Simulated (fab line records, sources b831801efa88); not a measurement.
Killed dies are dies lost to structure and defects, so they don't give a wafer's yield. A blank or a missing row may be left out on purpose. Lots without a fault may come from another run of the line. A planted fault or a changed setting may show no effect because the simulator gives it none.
Which tool did it? | flow gf180mcu | 13 lots, 39 wafers sampled, at 4 steps of a route of 602

WHAT THE GAUGES READ, wafer by wafer
GF_DUAL_GATE_OVL_MEAS_11.
lot  | measured     | on         | DUAL_GATE_OVL (nm)
L205 | day 8 03:49  | overlay-01 | -1.3 -0.4 -1.3
L207 | day 8 15:36  | overlay-01 | -1.3 -0.9 -0.3
L208 | day 9 04:54  | overlay-02 | 1.2 0.7 0.9
L211 | day 10 04:44 | overlay-02 | -1.5 -0.4 -1.5
L212 | day 10 05:01 | overlay-02 | 0.6 0.1 -0.8
L216 | day 11 15:03 | overlay-01 | 0.7 0.2 -0.8
L217 | day 11 17:03 | overlay-02 | -0.6 -1.2 0.4
L220 | day 13 02:54 | overlay-02 | -0.8 0.2 0.5
L222 | day 13 17:12 | overlay-01 | 0.5 -0.7 1.0
L223 | day 13 19:53 | overlay-02 | -1.4 -1.6 -0.1
L225 | day 14 02:52 | overlay-01 | 0.8 0.1 0.6
L227 | day 14 20:01 | overlay-01 | 0.5 0.6 0.8
L228 | day 15 05:17 | overlay-01 | 0.5 -1.5 -0.3

GF_NSD_CD_MEAS_07: target cd 400 nm.
lot  | measured     | on        | cd_nm (nm)
L205 | day 13 02:37 | cd_sem-01 | 401.0 398.5 398.4
L207 | day 13 15:16 | cd_sem-02 | 399.8 399.7 398.7
L208 | day 14 07:24 | cd_sem-02 | 397.8 401.0 397.9
L211 | day 15 16:32 | cd_sem-02 | 399.8 403.0 401.1
L212 | day 15 14:43 | cd_sem-02 | 399.8 401.4 399.6
L216 | day 17 04:50 | cd_sem-02 | 403.3 402.3 401.9
L217 | day 17 08:29 | cd_sem-02 | 400.4 398.8 399.8
L220 | day 19 01:31 | cd_sem-01 | 403.6 402.6 401.6
L222 | day 19 14:06 | cd_sem-01 | 404.5 401.2 400.3
L223 | day 19 20:19 | cd_sem-01 | 402.0 401.5 404.4
L225 | day 20 06:30 | cd_sem-01 | 395.9 399.3 396.6
L227 | day 21 02:04 | cd_sem-02 | 403.6 401.8 401.1
L228 | day 21 09:55 | cd_sem-01 | 401.2 402.7 400.4

WHICH TOOL RAN EACH LOT (tool, then ch and the chambers of the sampled wafers, then the start)
lot  | GF_MVSD_SOFTBAKE_03              | GF_MVSD_STRIP_10
L205 | litho_track-02 ch 0, day 4 03:43 | plasma_asher-04 ch 0,1, day 4 11:01
L207 | litho_track-02 ch 0, day 4 14:02 | plasma_asher-03 ch 0,1, day 4 20:47
L208 | litho_track-04 ch 0, day 4 20:54 | plasma_asher-04 ch 0,1, day 5 04:45
L211 | litho_track-02 ch 0, day 5 13:47 | plasma_asher-03 ch 0,1, day 5 23:53
L212 | litho_track-02 ch 0, day 5 17:32 | plasma_asher-04 ch 0,1, day 6 00:48
L216 | litho_track-04 ch 0, day 6 21:59 | plasma_asher-04 ch 0,1, day 7 06:15
L217 | litho_track-04 ch 0, day 6 22:56 | plasma_asher-04 ch 0,1, day 7 06:41
L220 | litho_track-03 ch 0, day 8 02:28 | plasma_asher-03 ch 0,1, day 8 10:54
L222 | litho_track-02 ch 0, day 8 13:05 | plasma_asher-04 ch 0,1, day 8 22:18
L223 | litho_track-03 ch 0, day 8 15:59 | plasma_asher-03 ch 0,1, day 9 00:53
L225 | litho_track-02 ch 0, day 8 20:32 | plasma_asher-03 ch 0,1, day 9 05:37
L227 | litho_track-02 ch 0, day 9 11:14 | plasma_asher-04 ch 0,1, day 9 20:11
L228 | litho_track-02 ch 0, day 9 17:02 | plasma_asher-03 ch 0,1, day 10 02:19
- GF_MVSD_SOFTBAKE_03
- GF_MVSD_STRIP_10: strips in O2/N2.

WHAT THE TOOLS THEMSELVES READ (means of the sampled wafers that have a number; where no wafer has one, the mark that the record gives instead)
GF_MVSD_SOFTBAKE_03.
lot  | tool           | chill_plate_temp_C (C) | heater_power_total_W (W) | plate_temp_C (C)
L205 | litho_track-02 | 23.01                  | 65.37                    | 109.82
L207 | litho_track-02 | 23.11                  | 65.25                    | 110.10
L208 | litho_track-04 | 23.05                  | 65.18                    | 109.87
L211 | litho_track-02 | 23.09                  | 65.23                    | 109.78
L212 | litho_track-02 | 22.97                  | 65.27                    | 109.95
L216 | litho_track-04 | 22.97                  | 69.44                    | 115.06
L217 | litho_track-04 | 22.93                  | 69.37                    | 115.19
L220 | litho_track-03 | 22.99                  | 65.23                    | 109.95
L222 | litho_track-02 | 22.97                  | 65.27                    | 109.91
L223 | litho_track-03 | 23.16                  | 65.23                    | 109.96
L225 | litho_track-02 | 23.10                  | 65.29                    | 109.80
L227 | litho_track-02 | 22.99                  | 65.37                    | 109.93
L228 | litho_track-02 | 22.99                  | 65.32                    | 110.15

GF_MVSD_STRIP_10.
lot  | tool            | drypump_motor_current_A (A) | heater_power_w (W) | oes_product_au (a.u.) | strip_time_to_endpoint_s (s)
L205 | plasma_asher-04 | 5.41                        | 330                | 0.723                 | 37.04
L207 | plasma_asher-03 | 5.77                        | 365                | 0.716                 | 36.93
L208 | plasma_asher-04 | 5.39                        | 315                | 0.716                 | 36.96
L211 | plasma_asher-03 | 5.65                        | 340                | 0.718                 | 36.92
L212 | plasma_asher-04 | 5.41                        | 329                | 0.722                 | 36.96
L216 | plasma_asher-04 | 5.40                        | 331                | 0.722                 | 36.39
L217 | plasma_asher-04 | 5.41                        | 330                | 0.718                 | 36.39
L220 | plasma_asher-03 | 5.76                        | 357                | 0.721                 | 36.88
L222 | plasma_asher-04 | 5.39                        | 319                | 0.722                 | 37.08
L223 | plasma_asher-03 | 5.64                        | 342                | 0.725                 | 37.01
L225 | plasma_asher-03 | 5.77                        | 355                | 0.726                 | 36.98
L227 | plasma_asher-04 | 5.40                        | 322                | 0.717                 | 36.93
L228 | plasma_asher-03 | 5.76                        | 355                | 0.726                 | 36.89

THE ANSWER, worked out from the rows above alone
Rule: what is usual is taken from the lots themselves. Put in order of their means at a reading, lots are off if they are a third of the lots or fewer, leave a main group of 4 or more, and stand apart from it by a gap of 3 or more times the standard deviation of the main group's means; of several such gaps the widest counts. A main group whose means are all the same, to the digits that the tables above print for the reading, isn't used. A lot without any number at a reading at which 4 lots or more have one is off too. The other lots that the step has rows for count as sound. The gauges are gone through in route order, then the tools' own readings, and for those a lot's mean is taken as printed above. The first step at which some lot is off is used, and at that step the reading that is off furthest; a lot without a number counts as furthest.
Off: L216, L217, at GF_MVSD_SOFTBAKE_03 (heater_power_total_W). The main group: mean 65.27 W, standard deviation 0.057.
A tool fits if, at that step or a process step before it, it ran every lot that is off, and no sound lot after the first of them. One fits: litho_track-04 at GF_MVSD_SOFTBAKE_03. Its last sound lot is L208 (day 4 20:54), its first lot that is off L216 (day 6 21:59): a fault that began between those two fits.
The tool's own readings at GF_MVSD_SOFTBAKE_03 bear it out: on the lots that are off they differ by more than 5 times the standard deviation of the sound lots' means. heater_power_total_W reads 69.41 W there against 65.27 W on the sound lots; plate_temp_C reads 115.12 C there against 109.93 C on the sound lots.

WHAT THE SIMULATOR HAD PUT IN
Process parameter drift: litho_track-04, from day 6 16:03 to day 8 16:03, at GF_MVSD_SOFTBAKE_03. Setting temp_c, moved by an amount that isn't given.
Lots struck among those shown: L216, L217. The rule above found the same.
